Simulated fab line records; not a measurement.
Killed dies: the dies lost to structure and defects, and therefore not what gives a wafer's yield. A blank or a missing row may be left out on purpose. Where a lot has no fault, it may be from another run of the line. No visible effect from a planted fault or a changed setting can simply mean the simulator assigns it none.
Chamber matching ; flow sky130 ; SKY_VIA2_CMP_02 on cmp-01: 4 sister chambers
The step polishes SiO2. 8 wafers are shown with their chamber, then 9 later ones without.

WAFERS WITH THEIR CHAMBER
wafer;chamber;motor-current-A (A);head-pressure-psi (psi)
L610.3;1;11.0;4.005
L610.4;0;12.7;3.994
L612.3;3;14.0;3.986
L612.5;1;11.3;4.002
L612.6;0;12.0;3.995
L613.1;2;12.8;3.998
L613.2;3;14.2;4.000
L613.6;2;13.0;3.992

WAFERS WITHOUT THEIR CHAMBER
wafer;motor-current-A (A);head-pressure-psi (psi)
L616.3;12.2;3.988
L616.4;15.0;4.013
L616.5;14.2;3.995
L617.2;11.3;3.998
L617.4;11.6;3.992
L617.6;13.0;4.004
L619.1;13.3;3.994
L619.2;15.1;3.997
L619.4;12.2;4.003

WHICH CHAMBER EACH ONE RAN IN
wafer;from the rows above;in truth
L616.3;can't be placed: 0 or 2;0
L616.4;3;3
L616.5;3;3
L617.2;1;1
L617.4;can't be placed: 1 or 0 or 2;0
L617.6;can't be placed: 2 or 0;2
L619.1;can't be placed: 2 or 3 or 0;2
L619.2;3;3
L619.4;can't be placed: 0 or 2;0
Correctly placed: 4 of 9. Not placeable from these rows: 5 (in 5, the candidates include the true chamber). Placed wrongly: 0.
How it was worked out, from the rows above alone: a wafer's distance from a chamber is the root of the sum, over the readings, of the square of ((its reading less the chamber's mean) divided by the reading's scatter). The wafer belongs to the nearest chamber; if the next one is less than 2 further off, it can't be placed. Each chamber's mean is taken over the wafers shown for it. The scatter: the root of (the sum of the squares of (reading less its chamber's mean) over the shown wafers, divided by (wafers less chambers)).
